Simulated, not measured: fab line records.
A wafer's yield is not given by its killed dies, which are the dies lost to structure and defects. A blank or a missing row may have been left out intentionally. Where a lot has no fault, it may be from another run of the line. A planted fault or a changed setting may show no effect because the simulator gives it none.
Which tool did it? -- flow gf180mcu -- 21 wafers from 7 lots sampled at 3 of the route's 602 steps

== WHAT THE GAUGES READ, wafer by wafer ==
GF_M5_OVL_MEAS_08.
lot,measured,on,M5_OVL (nm)
L416,day 26 18:46,overlay-02,2 2 2
L424,day 29 09:04,overlay-01,-6 -8 -5
L427,day 30 09:38,overlay-01,-1 -6 -4
L429,day 30 18:28,overlay-01,3 4 5
L432,day 31 13:37,overlay-01,-13 -5 -11
L434,day 32 04:40,overlay-01,0 -1 -4
L437,day 32 17:38,overlay-01,-13 -9 -7

== EACH LOT AND THE TOOL THAT RAN IT (in order: tool; ch and the chambers of the sampled wafers; start) ==
lot,GF_STI_WET_ETCH_26,GF_MIM_SPUTTER_04
L416,"wet-bench-03 ch 2, day 2 14:29","pvd-sputter-02, day 24 23:09"
L424,"wet-bench-01 ch 1, day 4 09:29","pvd-sputter-03, day 27 17:28"
L427,"wet-bench-04 ch 2, day 5 02:20","pvd-sputter-01, day 28 21:29"
L429,"wet-bench-01 ch 1, day 5 08:56","pvd-sputter-03, day 29 07:44"
L432,"wet-bench-03 ch 3, day 6 01:01","pvd-sputter-02, day 30 03:14"
L434,"wet-bench-01 ch 1, day 6 13:08","pvd-sputter-02, day 30 17:53"
L437,"wet-bench-04 ch 2, day 7 02:00","pvd-sputter-01, day 31 07:40"
- GF_STI_WET_ETCH_26: etches SiO2 in dHF, target depth 94 nm, time 188 s.
- GF_MIM_SPUTTER_04: material TiN, target thk 50 nm, time 41.7 s.

== THE ANSWER, worked out from the rows above alone ==
Rule: the usual values come from the lots themselves. Put in order of their means at a reading, lots are off if they are a third of the lots or fewer, leave a main group of 4 or more, and stand apart from it by a gap of 3 or more times the standard deviation of the main group's means; of several such gaps the widest counts. A main group is skipped when, at the precision printed for the reading in the tables above, its means are all equal. A lot without any number at a reading at which 4 lots or more have one is off too. Where the step has rows for the other lots, those lots are counted as sound.
None of the lots is off at any reading shown; this tells nothing.

== WHAT WAS PUT IN BY THE SIMULATOR ==
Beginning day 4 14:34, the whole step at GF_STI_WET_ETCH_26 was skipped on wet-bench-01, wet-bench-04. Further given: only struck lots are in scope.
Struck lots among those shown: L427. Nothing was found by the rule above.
